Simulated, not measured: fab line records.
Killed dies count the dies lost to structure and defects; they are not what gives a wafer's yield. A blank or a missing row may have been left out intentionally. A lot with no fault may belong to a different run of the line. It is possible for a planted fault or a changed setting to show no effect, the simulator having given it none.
Problem report, 8D (eight disciplines) form, completed by code -- flow sky130 -- the parts of the form that need people (team, actions taken, sign-off) are left out

1. THE ISSUE
run_length_s at SKY_VIA2_SOFTBAKE_08 reads a mean of 52.08 s on 6 wafers of 3 lots; wafers without a fault read 119.27 s with a standard deviation of 0.22. So: -99 or more standard deviations from the usual mean.
The step: time 90 s.
Seen first at day 44 04:00 on litho_track-03, wafer L860.3. At this step, 43 wafers from 15 lots have a number in the record. The rule behind "out" and "out of limits": a value lying over 4 standard deviations away from the usual mean. All remaining wafers that have a number are taken as sound.

2. WHAT IT IS, AND WHAT IT ISN'T
question,is,is not
which readings at this step,"run_length_s, heater_power_total_W",-
which lots,"L860, L861, L862","L845, L846, L847, L848, L849, L851, L853, L854, L859, L864, L865, L868"
which wafers of those lots,"L860.3, L860.4, L861.3, L861.4, L862.3, L862.4",L860.5
read on which tools,litho_track-03,"litho_track-01, litho_track-02"
when,from day 44 04:00,"up to then (28 sound wafers); but 9 sound wafers of L864, L865, L868 came after"

3. SUSPECTS, AND WHAT RULES EACH OUT
Counting: any tool at a process step up to the reading remains a suspect provided it ran every lot that is out. Sound lots after the first of them don't rule it out here, since some wafers of a struck lot are sound.
- litho_track-03 at SKY_VIA2_SOFTBAKE_08 (time 90 s): kept. Every lot that is out went through it, the first being L860 (day 44 04:00); the last sound lot it ran before that was L859 (day 43 17:00). On those wafers its own readings are out: heater_power_total_W, run_length_s.
The count leaves litho_track-03 at SKY_VIA2_SOFTBAKE_08.

4. THE CAUSE (what the simulator had put in)
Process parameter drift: litho_track-03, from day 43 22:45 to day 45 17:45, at SKY_VIA2_SOFTBAKE_08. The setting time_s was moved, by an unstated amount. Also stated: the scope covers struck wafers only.
Counting left only this tool.

5. SEQUENCE OF EFFECTS, ordered by route
Rows list readings where the struck wafers' mean (over those with a number) sits beyond 3 standard deviations from the usual. Scope: only readings with a usual standard deviation given in the record; hours: median across lots of the time from each lot's start at the first step in this table that gives one to its start at this step; sigmas: change in usual standard deviations.
hours,step,reading,usual,on struck wafers,change,sigmas
0,SKY_VIA2_SOFTBAKE_08,heater_power_total_W,57.35 W,88.39,+31.04,+99 or more
0,SKY_VIA2_SOFTBAKE_08,run_length_s,119.27 s,52.08,-67.19,-99 or more
Its process steps:
- SKY_VIA2_SOFTBAKE_08: time 90 s.

6. WHAT WOULD HAVE CAUGHT IT SOONER
The fault began at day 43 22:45; the first out-of-limits reading in this record came at day 44 04:00, 5 hours later.
